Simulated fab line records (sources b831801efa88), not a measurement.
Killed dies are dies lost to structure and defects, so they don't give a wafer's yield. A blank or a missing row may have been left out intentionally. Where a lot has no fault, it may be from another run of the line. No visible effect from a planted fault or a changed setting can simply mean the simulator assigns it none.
Which tool is to blame? + flow gf180mcu + 11 lots (33 wafers sampled), 1 step of a 602-step route

WHAT EACH GAUGE READ, for each wafer
GF_M3_CD_MEAS_14: the cd target is 280 nm.
| lot  | measured     | on        | cd_nm (nm)        |
|------|--------------|-----------|-------------------|
| L729 | day 22 04:05 | cd_sem-01 | 279.0 279.7 280.1 |
| L730 | day 22 22:14 | cd_sem-02 | 280.3 280.7 280.0 |
| L731 | day 23 02:59 | cd_sem-01 | 279.6 279.9 280.3 |
| L732 | day 23 14:38 | cd_sem-02 | 277.9 278.8 279.7 |
| L734 | day 24 10:16 | cd_sem-01 | 280.8 280.2 280.8 |
| L735 | day 24 18:55 | cd_sem-01 | 280.1 280.4 280.7 |
| L736 | day 25 03:55 | cd_sem-01 | 278.2 277.1 278.2 |
| L738 | day 25 17:02 | cd_sem-02 | 278.0 278.1 278.4 |
| L743 | day 27 02:24 | cd_sem-02 | 281.9 279.9 281.5 |
| L747 | day 28 06:55 | cd_sem-02 | 280.2 280.6 282.0 |
| L748 | day 28 12:32 | cd_sem-02 | 280.4 280.7 281.2 |

WHAT TOOL EACH LOT RAN ON (gives the tool, then ch and the chambers of the sampled wafers, and finally the start)
No process step before these readings appears in the record.

THE ANSWER, worked out from the rows above alone
Rule: what is usual is taken from the lots themselves. Put in order of their means at a reading, lots are off if they are a third of the lots or fewer, leave a main group of 4 or more, and stand apart from it by a gap of 3 or more times the standard deviation of the main group's means; of several such gaps the widest counts. The tables above print the reading to a certain number of digits; a main group whose means all agree to those digits is not used. Also off: a lot with no number at a reading for which 4 or more lots have one. Any other lot the step has rows for is counted as sound.
No lot is off at any reading shown: from this, nothing can be told.

WHAT THE SIMULATOR PUT IN
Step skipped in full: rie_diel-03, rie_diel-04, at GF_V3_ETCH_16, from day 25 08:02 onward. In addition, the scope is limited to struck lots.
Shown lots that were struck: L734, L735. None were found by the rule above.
